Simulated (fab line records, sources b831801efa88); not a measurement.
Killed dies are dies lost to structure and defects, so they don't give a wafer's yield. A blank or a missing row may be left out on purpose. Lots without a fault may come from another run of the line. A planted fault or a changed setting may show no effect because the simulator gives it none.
Which tool did it? | flow sky130 | 14 lots, 42 wafers sampled, at 1 step of a route of 708

WHAT THE GAUGES READ, wafer by wafer
The record holds no reading of a measuring or inspecting step that can be judged against a usual standard deviation.

WHICH TOOL RAN EACH LOT (tool, then ch and the chambers of the sampled wafers, then the start)
lot  | SKY_LDD_N_IMPLANT_13
L789 | implanter-03 ch 0, day 18 11:29
L788 | implanter-03 ch 0, day 18 14:27
L792 | implanter-03 ch 0, day 19 20:51
L793 | implanter-04 ch 0, day 20 13:39
L794 | implanter-04 ch 0, day 20 21:00
L796 | implanter-03 ch 0, day 21 02:41
L797 | implanter-03 ch 0, day 21 19:09
L798 | implanter-04 ch 0, day 22 12:37
L800 | implanter-04 ch 0, day 22 17:39
L801 | implanter-04 ch 0, day 23 10:47
L803 | implanter-01 ch 0, day 23 18:48
L802 | implanter-03 ch 0, day 23 19:05
L805 | implanter-03 ch 0, day 24 08:09
L806 | implanter-04 ch 0, day 24 14:44
- SKY_LDD_N_IMPLANT_13

WHAT THE TOOLS THEMSELVES READ (means of the sampled wafers that have a number; where no wafer has one, the mark that the record gives instead)
SKY_LDD_N_IMPLANT_13. Usual: dose_ions_cm2 5e+12, standard deviation 5.2e+09; faraday_current_uA 28.2, standard deviation 0.58.
lot  | tool         | dose_ions_cm2 | faraday_current_uA | flag
L789 | implanter-03 | 5e+12         | 28.0               |
L788 | implanter-03 | 5e+12         | 28.3               |
L792 | implanter-03 | 5e+12         | 28.1               |
L793 | implanter-04 | 5e+12         | 28.3               |
L794 | implanter-04 | 5e+12         | 28.2               |
L796 | implanter-03 | 5e+12         | 28.4               |
L797 | implanter-03 | 5e+12         | 28.3               |
L798 | implanter-04 | 5e+12         | 28.9               |
L800 | implanter-04 | 5e+12         | 28.4               |
L801 | implanter-04 | 3e+12         | 18.1               | OFF
L803 | implanter-01 | 5e+12         | 28.5               |
L802 | implanter-03 | 5e+12         | 27.8               |
L805 | implanter-03 | 5e+12         | 27.6               |
L806 | implanter-04 | 3e+12         | 17.9               | OFF

THE ANSWER, worked out from the rows above alone
Rule: a lot is off if the mean of its wafers that have a number lies more than 3 standard deviations from the usual mean. A lot without any number at a reading at which 4 lots or more have one is off too. The other lots that the step has rows for count as sound. The gauges are gone through in route order, then the tools' own readings, and for those a lot's mean is taken as printed above. The first step at which some lot is off is used, and at that step the reading that is off furthest; a lot without a number counts as furthest.
Off: L801, L806, at SKY_LDD_N_IMPLANT_13 (dose_ions_cm2).
A tool fits if, at that step or a process step before it, it ran every lot that is off, and no sound lot after the first of them. One fits: implanter-04 at SKY_LDD_N_IMPLANT_13. Its last sound lot is L800 (day 22 17:39), its first lot that is off L801 (day 23 10:47): a fault that began between those two fits.
The tool's own readings at SKY_LDD_N_IMPLANT_13 bear it out: on the lots that are off they differ by more than 5 times the standard deviation of the sound lots' means. dose_ions_cm2 reads 3e+12 there against 5e+12 on the sound lots; faraday_current_uA reads 18.0 there against 28.2 on the sound lots.

WHAT THE SIMULATOR HAD PUT IN
Process parameter drift: implanter-04, from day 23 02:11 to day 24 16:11, at SKY_LDD_N_IMPLANT_13. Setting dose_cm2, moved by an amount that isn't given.
Lots struck among those shown: L801, L806. The rule above found the same.
